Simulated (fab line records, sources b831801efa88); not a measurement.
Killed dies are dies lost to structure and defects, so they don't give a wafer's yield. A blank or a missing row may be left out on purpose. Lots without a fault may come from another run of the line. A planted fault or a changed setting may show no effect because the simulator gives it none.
Which tool did it? | flow sky130 | 13 lots, 39 wafers sampled, at 4 steps of a route of 708

WHAT THE GAUGES READ, wafer by wafer
SKY_LI_CONTACT_OVL_MEAS_13.
lot  | measured     | on         | LI_CONTACT_OVL (nm)
L214 | day 29 23:48 | overlay-01 | 1 -4 -8
L215 | day 30 05:29 | overlay-02 | 4 8 -6
L216 | day 30 19:33 | overlay-02 | 0 -9 -6
L218 | day 31 01:56 | overlay-01 | 7 9 4
L219 | day 31 04:04 | overlay-01 | 2 -1 4
L222 | day 32 09:22 | overlay-01 | 6 6 -2
L223 | day 32 14:23 | overlay-01 | 1 -2 -2
L224 | day 32 18:53 | overlay-02 | 6 20 6
L226 | day 33 03:34 | overlay-02 | 3 -3 9
L227 | day 33 23:08 | overlay-02 | -3 8 8
L230 | day 34 19:16 | overlay-01 | 3 1 13
L231 | day 34 16:31 | overlay-02 | 4 7 -1
L237 | day 36 14:19 | overlay-02 | 5 0 6

WHICH TOOL RAN EACH LOT (tool, then ch and the chambers of the sampled wafers, then the start)
lot  | SKY_VT_ADJUST_HVTP_STRIP_10          | SKY_GATE_OXIDE_CLEAN_15         | SKY_LDD_LDN_STRIP_12
L214 | plasma_asher-01 ch 0,1, day 6 22:19  | wet_bench-03 ch 1, day 14 18:46 | plasma_asher-04 ch 0,1, day 23 19:46
L215 | plasma_asher-03 ch 0,1, day 6 22:49  | wet_bench-03 ch 0, day 14 23:42 | plasma_asher-03 ch 0,1, day 24 01:43
L216 | plasma_asher-01 ch 0,1, day 7 06:44  | wet_bench-03 ch 1, day 15 10:22 | plasma_asher-01 ch 0,1, day 24 16:15
L218 | plasma_asher-02 ch 0,1, day 7 13:11  | wet_bench-03 ch 2, day 15 15:30 | plasma_asher-04 ch 0,1, day 25 00:23
L219 | plasma_asher-02 ch 0,1, day 7 13:50  | wet_bench-01 ch 0, day 15 17:45 | plasma_asher-01 ch 0,1, day 25 02:18
L222 | plasma_asher-03 ch 0,1, day 8 11:41  | wet_bench-03 ch 2, day 17 02:57 | plasma_asher-04 ch 0,1, day 26 08:42
L223 | plasma_asher-01 ch 0,1, day 8 18:14  | wet_bench-04 ch 1, day 17 08:29 | plasma_asher-04 ch 0,1, day 26 15:16
L224 | plasma_asher-03 ch 0,1, day 8 20:08  | wet_bench-03 ch 2, day 17 11:44 | plasma_asher-01 ch 0,1, day 26 20:05
L226 | plasma_asher-03 ch 0,1, day 9 04:56  | wet_bench-03 ch 2, day 18 01:28 | plasma_asher-03 ch 0,1, day 27 04:33
L227 | plasma_asher-03 ch 0,1, day 9 10:50  | wet_bench-04 ch 0, day 18 10:56 | plasma_asher-04 ch 0,1, day 27 17:23
L230 | plasma_asher-02 ch 0,1, day 10 11:01 | wet_bench-01 ch 0, day 19 22:36 | plasma_asher-03 ch 0,1, day 28 22:34
L231 | plasma_asher-03 ch 0,1, day 10 12:08 | wet_bench-03 ch 3, day 19 22:10 | plasma_asher-03 ch 0,1, day 28 21:05
L237 | plasma_asher-03 ch 0,1, day 12 05:23 | wet_bench-01 ch 3, day 22 02:08 | plasma_asher-04 ch 0,1, day 30 20:21
- SKY_VT_ADJUST_HVTP_STRIP_10: strips in O2/N2.
- SKY_GATE_OXIDE_CLEAN_15: cleans in SC1/SC2, time 150 s.
- SKY_LDD_LDN_STRIP_12: strips in O2/N2.

WHAT THE TOOLS THEMSELVES READ (means of the sampled wafers that have a number; where no wafer has one, the mark that the record gives instead)
SKY_VT_ADJUST_HVTP_STRIP_10.
lot  | tool            | drypump_motor_current_A (A) | oes_product_au (a.u.) | strip_time_to_endpoint_s (s)
L214 | plasma_asher-01 | 6.1                         | 0.713                 | 14.11
L215 | plasma_asher-03 | 5.4                         | 0.719                 | 14.17
L216 | plasma_asher-01 | 6.1                         | 0.712                 | 14.21
L218 | plasma_asher-02 | 5.2                         | 0.719                 | 14.20
L219 | plasma_asher-02 | 5.3                         | 0.716                 | 14.17
L222 | plasma_asher-03 | 5.4                         | 0.715                 | 14.22
L223 | plasma_asher-01 | 6.1                         | 0.715                 | 14.19
L224 | plasma_asher-03 | 5.8                         | 0.714                 | 14.16
L226 | plasma_asher-03 | 5.8                         | 0.715                 | 14.18
L227 | plasma_asher-03 | 5.4                         | 0.714                 | 14.20
L230 | plasma_asher-02 | 5.2                         | 0.715                 | 14.17
L231 | plasma_asher-03 | 5.4                         | 0.716                 | 14.23
L237 | plasma_asher-03 | 5.4                         | 0.713                 | 14.19

SKY_GATE_OXIDE_CLEAN_15.
lot  | tool         | run_length_s (s)
L214 | wet_bench-03 | 183
L215 | wet_bench-03 | 175
L216 | wet_bench-03 | 182
L218 | wet_bench-03 | 182
L219 | wet_bench-01 | 174
L222 | wet_bench-03 | 174
L223 | wet_bench-04 | 176
L224 | wet_bench-03 | 176
L226 | wet_bench-03 | 175
L227 | wet_bench-04 | 177
L230 | wet_bench-01 | 174
L231 | wet_bench-03 | 42
L237 | wet_bench-01 | 176

SKY_LDD_LDN_STRIP_12.
lot  | tool            | drypump_motor_current_A (A) | oes_product_au (a.u.) | strip_time_to_endpoint_s (s)
L214 | plasma_asher-04 | 5.8                         | 0.717                 | 14.19
L215 | plasma_asher-03 | 5.8                         | 0.715                 | 14.16
L216 | plasma_asher-01 | 6.1                         | 0.716                 | 14.18
L218 | plasma_asher-04 | 5.9                         | 0.715                 | 14.23
L219 | plasma_asher-01 | 5.9                         | 0.715                 | 14.23
L222 | plasma_asher-04 | 5.8                         | 0.719                 | 14.20
L223 | plasma_asher-04 | 5.8                         | 0.713                 | 14.14
L224 | plasma_asher-01 | 5.9                         | 0.716                 | 14.20
L226 | plasma_asher-03 | 5.8                         | 0.713                 | 14.25
L227 | plasma_asher-04 | 5.8                         | 0.719                 | 14.12
L230 | plasma_asher-03 | 5.8                         | 0.717                 | 14.13
L231 | plasma_asher-03 | 5.4                         | 0.717                 | 14.17
L237 | plasma_asher-04 | 5.9                         | 0.715                 | 14.13

THE ANSWER, worked out from the rows above alone
Rule: what is usual is taken from the lots themselves. Put in order of their means at a reading, lots are off if they are a third of the lots or fewer, leave a main group of 4 or more, and stand apart from it by a gap of 3 or more times the standard deviation of the main group's means; of several such gaps the widest counts. A main group whose means are all the same, to the digits that the tables above print for the reading, isn't used. A lot without any number at a reading at which 4 lots or more have one is off too. The other lots that the step has rows for count as sound. The gauges are gone through in route order, then the tools' own readings, and for those a lot's mean is taken as printed above. The first step at which some lot is off is used, and at that step the reading that is off furthest; a lot without a number counts as furthest.
Off: L231, at SKY_GATE_OXIDE_CLEAN_15 (run_length_s). The main group: mean 177 s, standard deviation 3.2.
A tool fits if, at that step or a process step before it, it ran every lot that is off, and no sound lot after the first of them. One fits: wet_bench-03 at SKY_GATE_OXIDE_CLEAN_15. Its last sound lot is L226 (day 18 01:28), its first lot that is off L231 (day 19 22:10): a fault that began between those two fits.
The tool's own readings at SKY_GATE_OXIDE_CLEAN_15 bear it out: on the lots that are off they differ by more than 5 times the standard deviation of the sound lots' means. run_length_s reads 42 s there against 177 s on the sound lots.

WHAT THE SIMULATOR HAD PUT IN
Process parameter drift: wet_bench-03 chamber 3, from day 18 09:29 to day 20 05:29, at SKY_GATE_OXIDE_CLEAN_15. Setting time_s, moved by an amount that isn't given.
Lots struck among those shown: L231. The rule above found the same.
